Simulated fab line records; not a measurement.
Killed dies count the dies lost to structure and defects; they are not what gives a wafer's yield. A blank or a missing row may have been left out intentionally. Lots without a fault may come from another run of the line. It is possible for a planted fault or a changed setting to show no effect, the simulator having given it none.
Which of the tools did it?    flow sky130    15 lots, 45 wafers sampled, at 3 steps of a route of 708

== WHAT EACH GAUGE READ, for each wafer ==
SKY_VT_ADJUST_HVTR_CD_MEAS_07 targets a cd of 380 nm. Usual: cd nm 379.9 nm, standard deviation 2.6.
lot   measured      on         cd nm (nm)         flag
L161  day 9 01:44   cd sem-01  379.0 377.3 377.7  
L163  day 10 00:31  cd sem-02  385.3 385.9 383.2  
L165  day 10 13:16  cd sem-01  385.6 382.2 380.8  
L166  day 11 11:56  cd sem-01  377.8 377.3 378.6  
L168  day 11 16:32  cd sem-01  373.9 372.5 374.4  
L169  day 11 21:53  cd sem-02  381.8 380.9 380.4  
L172  day 12 17:50  cd sem-02  380.3 379.9 379.0  
L171  day 12 18:20  cd sem-02  377.2 379.6 377.8  
L176  day 14 01:24  cd sem-01  376.5 378.2 378.4  
L177  day 14 07:35  cd sem-02  377.9 381.4 378.8  
L178  day 14 15:50  cd sem-02  380.2 378.0 379.8  
L181  day 16 03:19  cd sem-01  383.4 382.1 381.8  
L182  day 16 15:05  cd sem-02  380.0 379.4 377.3  
L184  day 16 19:36  cd sem-02  379.4 379.8 381.1  
L183  day 16 21:02  cd sem-01  382.8 384.4 380.9  

SKY_VT_ADJUST_PCH_OVL_MEAS_07. Usual: VT_ADJUST_PCH_OVL typically reads 1.2 nm, with standard deviation 1.2.
lot   measured      on          VT_ADJUST_PCH_OVL (nm)  flag
L161  day 9 23:26   overlay-01  1.1 1.7 0.2             
L163  day 10 22:53  overlay-01  0.8 0.6 -0.1            
L165  day 11 12:40  overlay-02  0.4 1.1 0.6             
L166  day 12 11:59  overlay-01  2.6 1.6 1.3             
L168  day 12 16:49  overlay-02  1.8 2.2 0.7             
L169  day 12 22:35  overlay-01  3.0 0.9 0.5             
L172  day 13 18:59  overlay-02  0.1 -0.6 -0.3           
L171  day 13 19:38  overlay-02  0.6 1.3 -0.4            
L176  day 15 04:55  overlay-01  1.8 1.4 2.3             
L177  day 15 10:34  overlay-01  2.5 2.1 2.1             
L178  day 15 19:08  overlay-02  2.0 1.0 2.8             
L181  day 17 06:52  overlay-01  0.5 0.9 -0.7            
L182  day 17 17:29  overlay-02  1.8 0.0 1.1             
L184  day 17 21:59  overlay-01  -0.4 0.7 -0.9           
L183  day 18 00:46  overlay-02  0.1 0.3 -0.3            

== WHAT TOOL EACH LOT RAN ON (gives the tool, then ch and the chambers of the sampled wafers, and finally the start) ==
lot   SKY_VT_ADJUST_HVTR_STRIP_10
L161  plasma asher-03 ch 0,1, day 9 02:02
L163  plasma asher-04 ch 0,1, day 10 00:49
L165  plasma asher-04 ch 0,1, day 10 13:32
L166  plasma asher-04 ch 0,1, day 11 12:14
L168  plasma asher-04 ch 1, day 11 16:49
L169  plasma asher-03 ch 0,1, day 11 22:11
L172  plasma asher-04 ch 0,1, day 12 18:08
L171  plasma asher-02 ch 0,1, day 12 18:37
L176  plasma asher-02 ch 1, day 14 01:41
L177  plasma asher-03 ch 0,1, day 14 07:53
L178  plasma asher-03 ch 0,1, day 14 16:08
L181  plasma asher-04 ch 0,1, day 16 03:37
L182  plasma asher-04 ch 0,1, day 16 15:23
L184  plasma asher-03 ch 0,1, day 16 19:53
L183  plasma asher-02 ch 0,1, day 16 21:20
- SKY_VT_ADJUST_HVTR_STRIP_10: strips in O2/N2.

== WHAT THE TOOLS THEMSELVES READ (means of the sampled wafers that have a number; where no wafer has one, the mark that the record gives instead) ==
SKY_VT_ADJUST_HVTR_STRIP_10. Usual: drypump motor current A 5.7 A, standard deviation 0.36; n2 flow sccm 300.0 sccm, standard deviation 0.91; oes product au 0.716 a.u., standard deviation 0.0043; strip time to endpoint s 14.17 s, standard deviation 0.042.
lot   tool             drypump motor current A (A)  n2 flow sccm (sccm)  oes product au (a.u.)  strip time to endpoint s (s)  flag
L161  plasma asher-03  5.6                          300.2                0.717                  14.14                         
L163  plasma asher-04  6.1                          300.1                0.712                  14.19                         
L165  plasma asher-04  6.0                          298.7                0.714                  14.13                         
L166  plasma asher-04  6.1                          299.8                0.717                  14.17                         
L168  plasma asher-04  6.0                          299.9                0.714                  14.18                         
L169  plasma asher-03  5.7                          299.6                0.713                  14.15                         
L172  plasma asher-04  6.0                          300.4                0.714                  14.18                         
L171  plasma asher-02  5.4                          300.6                0.716                  14.17                         
L176  plasma asher-02  5.6                          299.3                0.718                  14.12                         
L177  plasma asher-03  5.7                          300.2                0.713                  14.18                         
L178  plasma asher-03  5.6                          300.8                0.720                  14.14                         
L181  plasma asher-04  6.0                          300.6                0.715                  14.24                         
L182  plasma asher-04  6.0                          300.8                0.714                  14.20                         
L184  plasma asher-03  5.6                          300.5                0.717                  14.23                         
L183  plasma asher-02  5.2                          299.9                0.712                  14.14                         

== THE ANSWER, worked out from the rows above alone ==
Rule: a lot counts as off when the mean over its wafers that have a number is more than 3 standard deviations away from the usual mean. A lot without any number at a reading at which 4 lots or more have one is off too. The other lots that the step has rows for count as sound. Order of review: gauges by route order, followed by the tools' own readings, for which a lot's mean as printed above is used. At the first step where some lot is off, the reading lying furthest off is the one used; lots without a number count as furthest.
None of the lots is off at any reading shown; this tells nothing.

== WHAT THE SIMULATOR PUT IN ==
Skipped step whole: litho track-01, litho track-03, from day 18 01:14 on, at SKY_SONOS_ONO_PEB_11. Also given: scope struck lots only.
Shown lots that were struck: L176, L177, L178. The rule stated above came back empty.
